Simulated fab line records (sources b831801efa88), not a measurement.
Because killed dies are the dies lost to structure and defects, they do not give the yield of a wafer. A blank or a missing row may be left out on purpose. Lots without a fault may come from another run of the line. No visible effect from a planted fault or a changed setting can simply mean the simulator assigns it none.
Struck lot and sound lot, side by side | flow sky130 | 21 steps out of a route of 708
Sound: these wafers, L542.1, L542.3, L542.4. Struck: wafer L553.4; the same lot's L553.3 was not struck, so it is left out; see the end for the cause.
For every step that has rows: the tool of each side, followed by ch and its chambers, followed by its first start. Under that, the readings that differ: sound wafers | struck wafers | difference of the means | sigmas: that difference in standard deviations of wafers without a fault.
alike: a reading whose means differ by less than 2 such deviations, as well as words and numbers matching on both sides. not compared: withheld readings; readings where some wafer has no value; bounds like >300 that might hide an equal value; numbers whose values overlap and for which the record gives no deviation.
The two part at a step that has a row with sigmas, a row that says differs or no value, or rows on one side only. Numbers that have no deviation but don't overlap get no sigmas and don't part them. Lack of a reading on every wafer of one side parts them only where that side has two or more wafers.

first, 1 step without rows for these wafers: SKY_FIELD_ISO_DEVELOP_12 (develop time 60 s).
SKY_FIELD_ISO_CD_MEAS_13 targets a cd of 150 nm.
  sound: cd sem-01 at day 3 00:59; struck: cd sem-02 at day 5 10:33
  reading    | sound             | struck | difference | sigmas
  cd nm (nm) | 149.9 148.1 149.2 | 152.5  | +3.4       | +2
SKY_FIELD_ISO_ETCH_14: etches BARC in N2/H2, stops on SiO2, time 45.9 s, target depth 60 nm.
  sound on rie diel-03 ch 0,1,3, day 3 01:06; struck on rie diel-03 ch 1, day 5 10:38
  reading                | sound             | struck | difference | sigmas
  h2 flow sccm (sccm)    | 201.4 199.9 201.3 | 199.5  | -1.4       | -2
  rf hours counter h (h) | 44 2 22           | 45     | +22        |
  alike: bias w, drypump motor current A, oes product au, throttle valve pct
SKY_FIELD_ISO_ETCH_15: etches the open film in CHF3/O2, stops on Si, target depth 180 nm, time 72 s.
  sound on rie diel-03 ch 0,1,3, day 3 01:08; struck on rie diel-03 ch 1, day 5 10:41
  reading                | sound   | struck | difference | sigmas
  rf hours counter h (h) | 44 2 22 | 45     | +22        |
  alike: bias w, drypump motor current A, oes product au, throttle valve pct
SKY_FIELD_ISO_STRIP_16: strips in O2/N2.
  sound on plasma asher-03 ch 0,1, day 3 01:12; struck on plasma asher-03 ch 0, day 5 10:46
  alike: drypump motor current A, oes product au, strip time to endpoint s
  not compared: rf hours counter h
SKY_FIELD_ISO_ETCH_17: etches Si in HBr/Cl2/O2, target depth 342 nm, time 97.7 s.
  sound on rie si-02 ch 0,1,3, day 3 01:18; struck on rie si-01 ch 1, day 5 10:50
  reading    | sound             | struck | difference | sigmas
  bias w (W) | 149.8 150.4 150.0 | 149.0  | -1.1       | -2
  alike: drypump motor current A, he backside leak sccm, oes product au, throttle valve pct
  not compared: rf hours counter h
then, 5 steps without rows for these wafers: SKY_FIELD_ISO_WET_ETCH_18 (etches Si3N4 in H3PO4, target depth 25 nm, time 286 s); SKY_FIELD_ISO_CLEAN_19 (cleans in SC1/SC2, time 150 s); SKY_FIELD_ISO_CLEAN_20 (cleans in dHF, time 20 s); SKY_FIELD_ISO_WET_ETCH_21 (etches SiO2 in dHF, target depth 20 nm, time 400 s); SKY_FIELD_ISO_OXIDATION_22 (stabilise 600 s, purge 300 s, target thk 10 nm).
SKY_FIELD_ISO_THK_MEAS_23:
  sound: film metro-02 at day 3 03:47; struck: film metro-01 at day 5 12:23
  alike: FIELD_ISO_OXIDATION_01_THK
SKY_FIELD_ISO_CVD_24: deposits SiO2, target thk 595 nm, time 99.2 s.
  sound on hdpcvd-01 ch 0,1, day 3 03:50; struck on hdpcvd-01 ch 2, day 5 12:25
  reading                                    | sound             | struck | difference | sigmas
  model.SiO2_of_FIELD_ISO_CVD_24.thk nm (nm) | 592.5 599.3 589.5 | 268.7  | -325.1     |
SKY_FIELD_ISO_THK_MEAS_25:
  sound: film metro-01 at day 3 03:55; struck: film metro-01 at day 5 12:31
  reading                   | sound       | struck | difference | sigmas
  FIELD_ISO_CVD_24_THK (nm) | 593 599 590 | 269    | -325       | -76
then, 1 step without rows for these wafers: SKY_FIELD_ISO_ANNEAL_26 (time 1800 s).
SKY_FIELD_ISO_CMP_27: polishes, stops on Si3N4, t overpolish 16 s, target thk 457.8 nm.
  sound on cmp-01 ch 0,1,2, day 3 06:47; struck on cmp-01 ch 2, day 5 15:01
  reading                | sound       | struck | difference | sigmas
  time to endpoint s (s) | 117 113 114 | 53     | -62        | -17
  alike: motor current A
then, 2 steps without rows for these wafers: SKY_FIELD_ISO_WET_ETCH_28 (etches SiO2 in dHF, target depth 23.7 nm, time 47 s); SKY_FIELD_ISO_WET_ETCH_29 (etches Si3N4 in H3PO4, target depth 160 nm, time 1825 s).
SKY_FIELD_ISO_WET_ETCH_30: etches SiO2 in dHF, target depth 25 nm, time 50 s.
  sound on wet bench-03 ch 2, day 3 07:40; struck on wet bench-03 ch 3, day 5 15:57
  reading                                    | sound             | struck | difference | sigmas
  model.SiO2_of_FIELD_ISO_CVD_24.thk nm (nm) | 406.8 405.8 404.9 | 216.3  | -189.5     |
then, 1 step without rows for these wafers: SKY_NWELL_CLEAN_00 (cleans in SC1/SC2, time 150 s).
-- the record jumps here: 44 days lie between the struck wafers' starts before and after (it left off in module NWELL and takes up again in module PAD_OPEN, whose first step shown is number 708 of the route) --
SKY_PAD_OPEN_PROBE_99:
  the record has rows for the struck wafers here (prober-02, day 49 06:25) and none for the sound ones

== WHERE THEY PART ==
Last at SKY_PAD_OPEN_PROBE_99 as far as this record goes, first at SKY_FIELD_ISO_CD_MEAS_13.

WHY: the cause the simulator had injected
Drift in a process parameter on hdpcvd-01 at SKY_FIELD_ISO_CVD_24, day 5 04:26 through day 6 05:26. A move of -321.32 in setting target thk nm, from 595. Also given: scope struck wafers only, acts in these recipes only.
